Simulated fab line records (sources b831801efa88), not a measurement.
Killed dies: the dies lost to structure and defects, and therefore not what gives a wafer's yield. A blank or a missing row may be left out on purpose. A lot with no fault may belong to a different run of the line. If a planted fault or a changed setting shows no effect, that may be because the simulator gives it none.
fab line records	flow gf180mcu	part 1 of 2: steps 1 to 28 of 38
[record] lots = 5	wafers = 15	last-day = 34
route steps=602 shown VT_IMPLANT@120 MVSD@136 NWELL@137 LVPWELL@138 MVPSD@139 DUAL_GATE@141 POLY_GATE@157
lots that met no fault: taken from a fault-free run of the same line
start-h: start of the lot's first displayed wafer, in hours after the record's first day	wait-h: how many hours have passed since the lot's step before this one	" identical to the entry in the row above	L1.1+2: several wafers, shown together as one row	- no value, or no start given	* or withheld: withheld	< > ~ a bound
route shown NAME@n: NAME is a module with steps in the file, n the number in the route of the first one	usual: mean/standard deviation of fault-free wafers	same: alike in all rows	chamber/n: place in a boat	sites: each site's reading	_std_site: the values' standard deviation	_edge_site: inner sites' mean taken away from outer sites' mean	radius-mm: how far each site lies from the wafer's centre	mask NAME#n: copy n	behind: tool/chamber where the wafer was last shaped	hold: why the lot went on hold/how many hours it stayed there/how the hold came to an end	device: whichever transistor did not switch (one of n, p or np)	end of line: the same wafers' tests at the end of the route	a step with no rows: only its recipe	killed: the dies lost at the first sort to structure and to defects; this is not the yield of the wafer	map: a wafer's dies, marking killed ones x, the rest . and places with no die _
set.NAME: the run value of the setting; set.NAME@STEP: its run value at that earlier step	model.NAME: the simulator's own value behind a step, which no gauge read
certain route steps with their lots: each step a table, each wafer a row
services: the hour from which a tool's chamber was out of use, counted from the record's first day as start-h (under 0 if before that day), plus the number of hours and why
[[steps]]
[step GF_VT_IMPLANT_IMPLANT_30]
[recipe] species = B	energy-kev = 25	dose-cm2 = 2.534e+12	tilt-deg = 7
[usual] beam-energy-keV = 24.998/0.0073	faraday-current-uA = 14.29/0.28
lot.wafer	tool	chamber	start-h	wait-h	beam-energy-keV	faraday-current-uA
L077.2	implanter-03	0	162.28	0.0	25.009	14.21
L077.3	"	0	"	"	24.995	14.53
L077.6	"	0	"	"	25.001	14.49
L090.2	implanter-04	0	246.69	0.0	25.007	14.16
L090.3	"	0	"	"	25.008	13.73
L090.4	"	0	"	"	25.028	14.43
L091.3	implanter-04	0	252.08	0.1	24.986	14.65
L091.4	"	0	"	"	24.978	14.36
L091.5	"	0	"	"	24.999	14.10
L094.3	implanter-04	0	273.71	0.1	24.990	14.36
L094.4	"	0	"	"	24.997	14.58
L094.5	"	0	"	"	24.991	14.49
L096.1	implanter-02	0	284.78	0.0	24.993	14.23
L096.2	"	0	"	"	24.993	14.35
L096.4	"	0	"	"	25.010	13.94
[step GF_VT_IMPLANT_STRIP_31]
[recipe] chemistry = O2/N2	power-w = 1400	pressure-mtorr = 1500	platen-temp-c = 250	o2-flow-sccm = 3000	n2-flow-sccm = 300	overash-fraction = 0.5
[usual] drypump-motor-current-A = 5.67/0.27	heater-power-w = 340/14	oes-product-au = 0.716/0.0043	strip-time-to-endpoint-s = 12.62/0.033
lot.wafer	tool	chamber	start-h	wait-h	drypump-motor-current-A	heater-power-w	oes-product-au	rf-hours-counter-h	strip-time-to-endpoint-s
L077.2	plasma-asher-03	1	162.41	0.1	5.71	344	0.716	4	12.60
L077.3	"	0	"	"	5.37	364	0.722	-	12.58
L077.6	"	1	"	"	5.69	340	0.723	-	12.60
L090.2	plasma-asher-02	1	246.82	0.1	5.95	336	0.721	62	12.64
L090.3	"	1	"	"	5.95	330	0.715	-	12.67
L090.4	"	0	"	"	6.08	331	0.716	-	12.70
L091.3	plasma-asher-02	1	252.21	0.1	5.92	334	0.712	-	12.58
L091.4	"	0	"	"	6.04	327	0.719	-	12.63
L091.5	"	0	"	"	6.03	330	0.714	-	12.58
L094.3	plasma-asher-04	1	273.84	0.1	5.46	319	0.711	-	12.63
L094.4	"	0	"	"	5.37	363	0.715	-	12.56
L094.5	"	0	"	"	5.36	355	0.719	-	12.63
L096.1	plasma-asher-02	0	284.93	0.1	6.05	332	0.710	66	12.62
L096.2	"	1	"	"	5.95	338	0.715	66	12.66
L096.4	"	0	"	"	6.06	344	0.723	-	12.60
[step GF_VT_IMPLANT_TW_MEAS_32]
[usual] VT_IMPLANT_3_TW = 268.4/1.6
lot.wafer	tool	chamber	start-h	wait-h	VT_IMPLANT_3_TW
L077.2	film-metro-02	-	162.52	0.1	270.8
L077.3	"	-	"	"	270.4
L077.6	"	-	"	"	270.3
L090.2	film-metro-02	-	246.93	0.1	266.8
L090.3	"	-	"	"	266.9
L090.4	"	-	"	"	267.1
L091.3	film-metro-02	-	252.30	0.1	267.7
L091.4	"	-	"	"	266.8
L091.5	"	-	"	"	268.5
L094.3	film-metro-02	-	273.93	0.1	266.6
L094.4	"	-	"	"	268.8
L094.5	"	-	"	"	271.0
L096.1	film-metro-03	-	285.10	0.1	269.4
L096.2	"	-	"	"	266.7
L096.4	"	-	"	"	269.0
[step GF_VT_IMPLANT_DEHYDRATE_33]
[recipe] temp-c = 200	time-s = 60
lot.wafer	tool	chamber	start-h	wait-h
L077.2+3+6	litho-track-02	0	169.46	6.9
L090.2+3+4	litho-track-03	0	255.80	8.9
L091.3+4+5	litho-track-03	0	261.42	9.1
L094.3+4+5	litho-track-04	0	282.99	9.1
L096.1+2+4	litho-track-04	0	294.54	9.4
[step GF_VT_IMPLANT_HMDS_34]
[recipe] prime-time-s = 60	prime-temp-c = 120
lot.wafer	tool	chamber	start-h	wait-h
L077.2+3+6	litho-track-02	0	169.61	0.1
L090.2+3+4	litho-track-03	0	255.95	0.1
L091.3+4+5	litho-track-03	0	261.57	0.1
L094.3+4+5	litho-track-04	0	283.14	0.1
L096.1+2+4	litho-track-04	0	294.69	0.1
[step GF_VT_IMPLANT_COAT_35]
[recipe] resist = NOVOLAK	spin-rpm = 3000	resist-thk-nm = 1000
lot.wafer	tool	chamber	start-h	wait-h
L077.2+3+6	litho-track-02	0	169.76	0.1
L090.2+3+4	litho-track-03	0	256.10	0.1
L091.3+4+5	litho-track-03	0	261.72	0.1
L094.3+4+5	litho-track-04	0	283.29	0.1
L096.1+2+4	litho-track-04	0	294.84	0.1
[step GF_VT_IMPLANT_SOFTBAKE_36]
[recipe] temp-c = 90	time-s = 60	resist = NOVOLAK
lot.wafer	tool	chamber	start-h	wait-h
L077.2+3+6	litho-track-02	0	169.91	0.1
L090.2+3+4	litho-track-03	0	256.25	0.1
L091.3+4+5	litho-track-03	0	261.87	0.1
L094.3+4+5	litho-track-04	0	283.44	0.1
L096.1+2+4	litho-track-04	0	294.99	0.1
[step GF_VT_IMPLANT_EXPOSE_37]
[recipe] mask-id = Nwell_HV_AREA	target-cd-nm = 860	na = 0.6	source-shape = conventional	sigma-outer = 0.6	dose-mj = 140
[usual] reticle-temp-C = 23.01/0.11
lot.wafer	tool	chamber	start-h	wait-h	mask	reticle-temp-C
L077.2	iline-stepper-01	0	-	-	Nwell_HV_AREA#0	23.06
L077.3	"	0	"	"	Nwell_HV_AREA#0	23.06
L077.6	"	0	"	"	Nwell_HV_AREA#0	23.13
L090.2	iline-stepper-02	0	-	-	Nwell_HV_AREA#0	23.13
L090.3	"	0	"	"	Nwell_HV_AREA#0	23.16
L090.4	"	0	"	"	Nwell_HV_AREA#0	23.17
L091.3	iline-stepper-02	0	-	-	Nwell_HV_AREA#0	23.09
L091.4	"	0	"	"	Nwell_HV_AREA#0	23.13
L091.5	"	0	"	"	Nwell_HV_AREA#0	23.07
L094.3	iline-stepper-02	0	-	-	Nwell_HV_AREA#0	22.87
L094.4	"	0	"	"	Nwell_HV_AREA#0	22.95
L094.5	"	0	"	"	Nwell_HV_AREA#0	22.92
L096.1	iline-stepper-02	0	-	-	Nwell_HV_AREA#0	22.93
L096.2	"	0	"	"	Nwell_HV_AREA#0	22.91
L096.4	"	0	"	"	Nwell_HV_AREA#0	22.83
[step GF_VT_IMPLANT_PEB_38]
[recipe] temp-c = withheld	time-s = *	resist = NOVOLAK
lot.wafer	tool	chamber	start-h	wait-h
L077.2+3+6	litho-track-02	0	-	-
L090.2+3+4	litho-track-02	0	-	-
L091.3+4+5	litho-track-03	0	-	-
L094.3+4+5	litho-track-04	0	-	-
L096.1+2+4	litho-track-02	0	-	-
[step GF_VT_IMPLANT_DEVELOP_39]
[recipe] develop-time-s = 60	dev-temp-c = 23
lot.wafer	tool	chamber	start-h	wait-h
L077.2+3+6	litho-track-02	0	177.41	0.1
L090.2+3+4	litho-track-02	0	265.65	0.1
L091.3+4+5	litho-track-03	0	271.02	0.1
L094.3+4+5	litho-track-04	0	293.04	0.1
L096.1+2+4	litho-track-02	0	304.63	0.1
[step GF_VT_IMPLANT_OVL_MEAS_40]
[usual] VT_IMPLANT_03_OVL = 0.0/1.5
lot.wafer	tool	chamber	start-h	wait-h	VT_IMPLANT_03_OVL[nm]
L077.2	overlay-02	-	177.54	0.1	-1.9
L077.3	"	-	"	"	-0.6
L077.6	"	-	"	"	-1.6
L090.2	overlay-01	-	265.78	0.1	-2.2
L090.3	"	-	"	"	-0.1
L090.4	"	-	"	"	-2.5
L091.3	overlay-02	-	271.13	0.1	2.0
L091.4	"	-	"	"	0.1
L091.5	"	-	"	"	1.1
L094.3	overlay-01	-	293.16	0.1	0.5
L094.4	"	-	"	"	2.3
L094.5	"	-	"	"	0.9
L096.1	overlay-01	-	304.78	0.1	-0.2
L096.2	"	-	"	"	-0.4
L096.4	"	-	"	"	0.9
[step GF_VT_IMPLANT_IMPLANT_41]
[recipe] species = As	energy-kev = 70	dose-cm2 = 1.013e+12	tilt-deg = 7
[usual] beam-energy-keV = 69.998/0.021	faraday-current-uA = 5.72/0.11
lot.wafer	tool	chamber	start-h	wait-h	beam-energy-keV	faraday-current-uA
L077.2	implanter-03	0	177.59	0.0	70.008	5.69
L077.3	"	0	"	"	69.966	5.82
L077.6	"	0	"	"	69.978	5.70
L090.2	implanter-02	0	265.84	0.0	69.999	5.82
L090.3	"	0	"	"	69.957	5.53
L090.4	"	0	"	"	69.989	5.80
L091.3	implanter-03	0	271.21	0.1	69.983	5.62
L091.4	"	0	"	"	70.000	5.64
L091.5	"	0	"	"	70.008	5.74
L094.3	implanter-02	0	293.23	0.1	70.014	5.56
L094.4	"	0	"	"	70.029	5.63
L094.5	"	0	"	"	70.011	5.76
L096.1	implanter-04	0	304.81	0.0	69.984	5.75
L096.2	"	0	"	"	69.995	5.92
L096.4	"	0	"	"	70.005	5.76
[step GF_VT_IMPLANT_STRIP_42]
[recipe] chemistry = O2/N2	power-w = 1400	pressure-mtorr = 1500	platen-temp-c = 250	o2-flow-sccm = 3000	n2-flow-sccm = 300	overash-fraction = 0.5
[usual] drypump-motor-current-A = 5.60/0.24	heater-power-w = 341/14	oes-product-au = 0.716/0.0043	strip-time-to-endpoint-s = 12.63/0.035
lot.wafer	tool	chamber	start-h	wait-h	drypump-motor-current-A	heater-power-w	oes-product-au	rf-hours-counter-h	strip-time-to-endpoint-s
L077.2	plasma-asher-03	0	177.72	0.1	5.40	354	0.717	6	12.62
L077.3	"	0	"	"	5.40	358	0.715	-	12.65
L077.6	"	1	"	"	5.70	336	0.714	-	12.64
L090.2	plasma-asher-03	0	265.96	0.1	5.39	350	0.714	16	12.64
L090.3	"	0	"	"	5.37	348	0.711	-	12.58
L090.4	"	1	"	"	5.66	336	0.720	-	12.56
L091.3	plasma-asher-03	1	271.34	0.1	5.73	348	0.716	-	12.68
L091.4	"	0	"	"	5.40	359	0.709	-	12.66
L091.5	"	1	"	"	5.72	336	0.718	-	12.70
L094.3	plasma-asher-04	1	293.36	0.1	5.48	323	0.712	-	12.62
L094.4	"	0	"	"	5.35	363	0.720	-	12.59
L094.5	"	1	"	"	5.48	314	0.705	-	12.60
L096.1	plasma-asher-03	1	304.96	0.1	5.70	339	0.714	21	12.58
L096.2	"	0	"	"	5.41	353	0.714	21	12.57
L096.4	"	0	"	"	5.40	347	0.720	-	12.59
[step GF_VT_IMPLANT_TW_MEAS_43]
[usual] VT_IMPLANT_4_TW = 690/3.7
lot.wafer	tool	chamber	start-h	wait-h	VT_IMPLANT_4_TW
L077.2	film-metro-02	-	177.83	0.1	689
L077.3	"	-	"	"	685
L077.6	"	-	"	"	694
L090.2	film-metro-03	-	266.07	0.1	690
L090.3	"	-	"	"	690
L090.4	"	-	"	"	686
L091.3	film-metro-01	-	271.43	0.1	690
L091.4	"	-	"	"	695
L091.5	"	-	"	"	690
L094.3	film-metro-01	-	293.45	0.1	693
L094.4	"	-	"	"	688
L094.5	"	-	"	"	692
L096.1	film-metro-03	-	305.06	0.1	685
L096.2	"	-	"	"	684
L096.4	"	-	"	"	685
[step GF_VT_IMPLANT_CLEAN_44]
[recipe] chemistry = SC1/SC2	mix = 1:4:20	temp-c = 70	time-s = 150	dry = n2-spin
[usual] bath-heat-duty-pct = 13.2/0.91
lot.wafer	tool	chamber	start-h	wait-h	bath-heat-duty-pct
L077.2	wet-bench-01	1	177.88	0.0	14.5
L077.3	"	1	"	"	14.5
L077.6	"	1	"	"	14.7
L090.2	wet-bench-04	3	266.12	0.0	13.1
L090.3	"	3	"	"	11.7
L090.4	"	3	"	"	11.6
L091.3	wet-bench-01	0	271.47	0.0	14.6
L091.4	"	0	"	"	14.8
L091.5	"	0	"	"	13.5
L094.3	wet-bench-01	3	293.49	0.0	10.6
L094.4	"	3	"	"	12.6
L094.5	"	3	"	"	12.2
L096.1	wet-bench-02	3	305.15	0.1	13.6
L096.2	"	3	"	"	13.1
L096.4	"	3	"	"	13.0
[step GF_VT_IMPLANT_RTA_45]
[recipe] temp-c = 1050	time-s = 30	ambient = N2
[usual] lamp-power-pct = 38.34/0.27	wafer_temp_C_max = 1054.2/0.83
lot.wafer	tool	chamber	start-h	wait-h	lamp-power-pct	wafer_temp_C_max
L077.2	rtp-anneal-02	0	177.94	0.0	38.08	1054.5
L077.3	"	0	"	"	38.11	1055.2
L077.6	"	0	"	"	38.04	1054.0
L090.2	rtp-anneal-02	0	266.19	0.0	38.03	1054.4
L090.3	"	0	"	"	38.03	1053.7
L090.4	"	0	"	"	38.06	1054.3
L091.3	rtp-anneal-01	0	271.55	0.0	38.59	1054.8
L091.4	"	0	"	"	38.64	1054.6
L091.5	"	0	"	"	38.65	1054.7
L094.3	rtp-anneal-02	0	293.58	0.0	38.09	1054.3
L094.4	"	0	"	"	38.10	1054.7
L094.5	"	0	"	"	38.06	1053.7
L096.1	rtp-anneal-01	0	305.20	0.0	38.66	1054.9
L096.2	"	0	"	"	38.66	1052.7
L096.4	"	0	"	"	38.62	1054.1
[step GF_VT_IMPLANT_RS_MEAS_46]
[recipe] thk-meas-gauge = four-point-probe
[usual] MVSD_RS = 456.9/1.1
lot.wafer	tool	chamber	start-h	wait-h	MVSD_RS[ohm/sq]
L077.2	film-metro-02	-	178.05	0.1	456.2
L077.3	"	-	"	"	456.6
L077.6	"	-	"	"	456.9
L090.2	film-metro-04	-	266.29	0.1	456.6
L090.3	"	-	"	"	456.8
L090.4	"	-	"	"	457.1
L091.3	film-metro-03	-	271.66	0.1	456.8
L091.4	"	-	"	"	456.2
L091.5	"	-	"	"	457.1
L094.3	film-metro-03	-	293.69	0.1	457.1
L094.4	"	-	"	"	456.8
L094.5	"	-	"	"	457.0
L096.1	film-metro-04	-	305.30	0.1	456.0
L096.2	"	-	"	"	456.9
L096.4	"	-	"	"	455.9
[step GF_VT_IMPLANT_RS_MEAS_47]
[recipe] thk-meas-gauge = four-point-probe
[usual] NWELL_RS = 487.9/1.6
lot.wafer	tool	chamber	start-h	wait-h	NWELL_RS[ohm/sq]
L077.2	film-metro-02	-	178.17	0.1	486.9
L077.3	"	-	"	"	486.6
L077.6	"	-	"	"	487.1
L090.2	film-metro-04	-	266.41	0.1	486.9
L090.3	"	-	"	"	486.2
L090.4	"	-	"	"	486.0
L091.3	film-metro-03	-	271.78	0.1	488.9
L091.4	"	-	"	"	490.6
L091.5	"	-	"	"	490.0
L094.3	film-metro-03	-	293.81	0.1	486.7
L094.4	"	-	"	"	486.3
L094.5	"	-	"	"	487.0
L096.1	film-metro-04	-	305.42	0.1	484.8
L096.2	"	-	"	"	486.6
L096.4	"	-	"	"	486.7
[step GF_VT_IMPLANT_RS_MEAS_48]
[recipe] thk-meas-gauge = four-point-probe
[usual] LVPWELL_RS = 1197.3/3
lot.wafer	tool	chamber	start-h	wait-h	LVPWELL_RS[ohm/sq]
L077.2	film-metro-02	-	178.29	0.1	1194.9
L077.3	"	-	"	"	1195.8
L077.6	"	-	"	"	1194.7
L090.2	film-metro-04	-	266.53	0.1	1195.9
L090.3	"	-	"	"	1197.1
L090.4	"	-	"	"	1197.3
L091.3	film-metro-03	-	271.90	0.1	1198.0
L091.4	"	-	"	"	1200.0
L091.5	"	-	"	"	1201.5
L094.3	film-metro-03	-	293.93	0.1	1198.9
L094.4	"	-	"	"	1199.3
L094.5	"	-	"	"	1199.6
L096.1	film-metro-04	-	305.54	0.1	1196.4
L096.2	"	-	"	"	1196.4
L096.4	"	-	"	"	1196.3
[step GF_VT_IMPLANT_RS_MEAS_49]
[recipe] thk-meas-gauge = four-point-probe
[usual] MVPSD_RS = 1168.7/2.9
lot.wafer	tool	chamber	start-h	wait-h	MVPSD_RS[ohm/sq]
L077.2	film-metro-02	-	178.41	0.1	1170.3
L077.3	"	-	"	"	1170.3
L077.6	"	-	"	"	1170.5
L090.2	film-metro-04	-	266.65	0.1	1165.9
L090.3	"	-	"	"	1164.1
L090.4	"	-	"	"	1164.7
L091.3	film-metro-03	-	272.02	0.1	1173.4
L091.4	"	-	"	"	1174.9
L091.5	"	-	"	"	1171.4
L094.3	film-metro-03	-	294.05	0.1	1167.3
L094.4	"	-	"	"	1167.2
L094.5	"	-	"	"	1165.0
L096.1	film-metro-04	-	305.66	0.1	1162.2
L096.2	"	-	"	"	1162.8
L096.4	"	-	"	"	1161.4
[step GF_VT_IMPLANT_WET_ETCH_50]
[recipe] chemistry = dHF	target-depth-nm = 20	target = SiO2	temp-c = 25	dilution = 100:1	time-s = 400
[usual] bath-heat-duty-pct = 6.1/0.62
lot.wafer	tool	chamber	start-h	wait-h	bath-heat-duty-pct
L077.2	wet-bench-01	2	178.51	0.1	4.9
L077.3	"	2	"	"	5.0
L077.6	"	2	"	"	5.5
L090.2	wet-bench-04	1	266.75	0.1	6.8
L090.3	"	1	"	"	6.1
L090.4	"	1	"	"	6.3
L091.3	wet-bench-01	3	272.10	0.1	5.8
L091.4	"	3	"	"	5.1
L091.5	"	3	"	"	5.6
L094.3	wet-bench-04	0	294.13	0.1	6.1
L094.4	"	0	"	"	6.5
L094.5	"	0	"	"	6.4
L096.1	wet-bench-02	1	305.78	0.1	6.2
L096.2	"	1	"	"	6.1
L096.4	"	1	"	"	6.2
[step GF_DUAL_GATE_CLEAN_00]
[recipe] chemistry = SC1/SC2	mix = 1:4:20	temp-c = 70	time-s = 150
[usual] bath-heat-duty-pct = 13.2/1.1
lot.wafer	tool	chamber	start-h	wait-h	bath-heat-duty-pct
L077.2	wet-bench-02	2	178.63	0.0	13.0
L077.3	"	2	"	"	13.2
L077.6	"	2	"	"	14.5
L090.2	wet-bench-04	3	266.89	0.0	13.3
L090.3	"	3	"	"	12.9
L090.4	"	3	"	"	11.1
L091.3	wet-bench-02	3	272.23	0.0	13.8
L091.4	"	3	"	"	13.5
L091.5	"	3	"	"	13.8
L094.3	wet-bench-02	3	294.24	0.0	14.5
L094.4	"	3	"	"	14.4
L094.5	"	3	"	"	12.9
L096.1	wet-bench-01	1	305.90	0.0	13.6
L096.2	"	1	"	"	12.7
L096.4	"	1	"	"	12.8
[step GF_DUAL_GATE_CLEAN_01]
[recipe] chemistry = dHF	time-s = 20	dilution = 100:1	dry = ipa-marangoni
lot.wafer	tool	chamber	start-h	wait-h
L077.2+3+6	wet-bench-04	1	178.68	0.0
L090.2+3+4	wet-bench-01	2	266.94	0.0
L091.3+4+5	wet-bench-01	2	272.29	0.0
L094.3+4+5	wet-bench-04	1	294.29	0.0
L096.1+2+4	wet-bench-02	2	305.96	0.0
[step GF_DUAL_GATE_OXIDATION_02]
[recipe] temp-c = 900	ambient = O2	stabilise-s = 600	purge-s = 300	target-thk-a = 108.87	ox-time-s = 1602
[usual] spike-tc-upper-C = 899.2/1.4	zone-power-upper-pct = 18.6/1.4
lot.wafer	tool	chamber	start-h	wait-h	spike-tc-upper-C	zone-power-upper-pct
L077.2	furnace-01	0	181.14	2.5	897.9	17.5
L077.3	"	0	"	"	897.4	17.8
L077.6	"	0	"	"	896.2	17.7
L090.2	furnace-02	0	266.97	0.0	900.8	20.3
L090.3	"	0	"	"	899.1	20.2
L090.4	"	0	"	"	898.8	20.2
L091.3	furnace-01	0	272.76	0.5	898.0	17.4
L091.4	"	0	"	"	898.4	17.6
L091.5	"	0	"	"	899.3	17.5
L094.3	furnace-01	0	294.31	0.0	898.3	17.5
L094.4	"	0	"	"	898.0	17.5
L094.5	"	0	"	"	897.4	17.5
L096.1	furnace-02	0	307.64	1.7	901.0	20.4
L096.2	"	0	"	"	899.3	20.4
L096.4	"	0	"	"	900.1	19.9
[step GF_DUAL_GATE_THK_MEAS_03]
[recipe] reads = SiO2_of_DUAL_GATE_OXIDATION_02
[usual] DUAL_GATE_OXIDATION_00_THK = 10.76/0.21
lot.wafer	tool	chamber	start-h	wait-h	DUAL_GATE_OXIDATION_00_THK[nm]
L077.2	film-metro-04	-	182.60	0.0	10.76
L077.3	"	-	"	"	10.79
L077.6	"	-	"	"	10.56
L090.2	film-metro-04	-	268.43	0.0	10.58
L090.3	"	-	"	"	10.61
L090.4	"	-	"	"	10.63
L091.3	film-metro-01	-	274.23	0.0	10.86
L091.4	"	-	"	"	10.79
L091.5	"	-	"	"	10.72
L094.3	film-metro-01	-	295.77	0.0	10.87
L094.4	"	-	"	"	10.88
L094.5	"	-	"	"	10.72
L096.1	film-metro-04	-	309.09	0.0	11.03
L096.2	"	-	"	"	10.90
L096.4	"	-	"	"	11.03
[step GF_DUAL_GATE_DEHYDRATE_04]
[recipe] temp-c = 200	time-s = 60
lot.wafer	tool	chamber	start-h	wait-h
L077.2+3+6	litho-track-03	0	190.65	8.0
L090.2+3+4	litho-track-03	0	277.45	9.0
L091.3+4+5	litho-track-03	0	283.27	9.0
L094.3+4+5	litho-track-01	0	305.36	9.6
L096.1+2+4	litho-track-04	0	318.89	9.8
[step GF_DUAL_GATE_HMDS_05]
[recipe] prime-time-s = 60	prime-temp-c = 120
lot.wafer	tool	chamber	start-h	wait-h
L077.2+3+6	litho-track-03	0	190.80	0.1
L090.2+3+4	litho-track-03	0	277.60	0.1
L091.3+4+5	litho-track-03	0	283.42	0.1
L094.3+4+5	litho-track-01	0	305.51	0.1
L096.1+2+4	litho-track-04	0	319.04	0.1
[step GF_DUAL_GATE_COAT_06]
[recipe] resist = NOVOLAK	spin-rpm = 3000	resist-thk-nm = 1000
lot.wafer	tool	chamber	start-h	wait-h
L077.2+3+6	litho-track-03	0	190.95	0.1
L090.2+3+4	litho-track-03	0	277.75	0.1
L091.3+4+5	litho-track-03	0	283.57	0.1
L094.3+4+5	litho-track-01	0	305.66	0.1
L096.1+2+4	litho-track-04	0	319.19	0.1
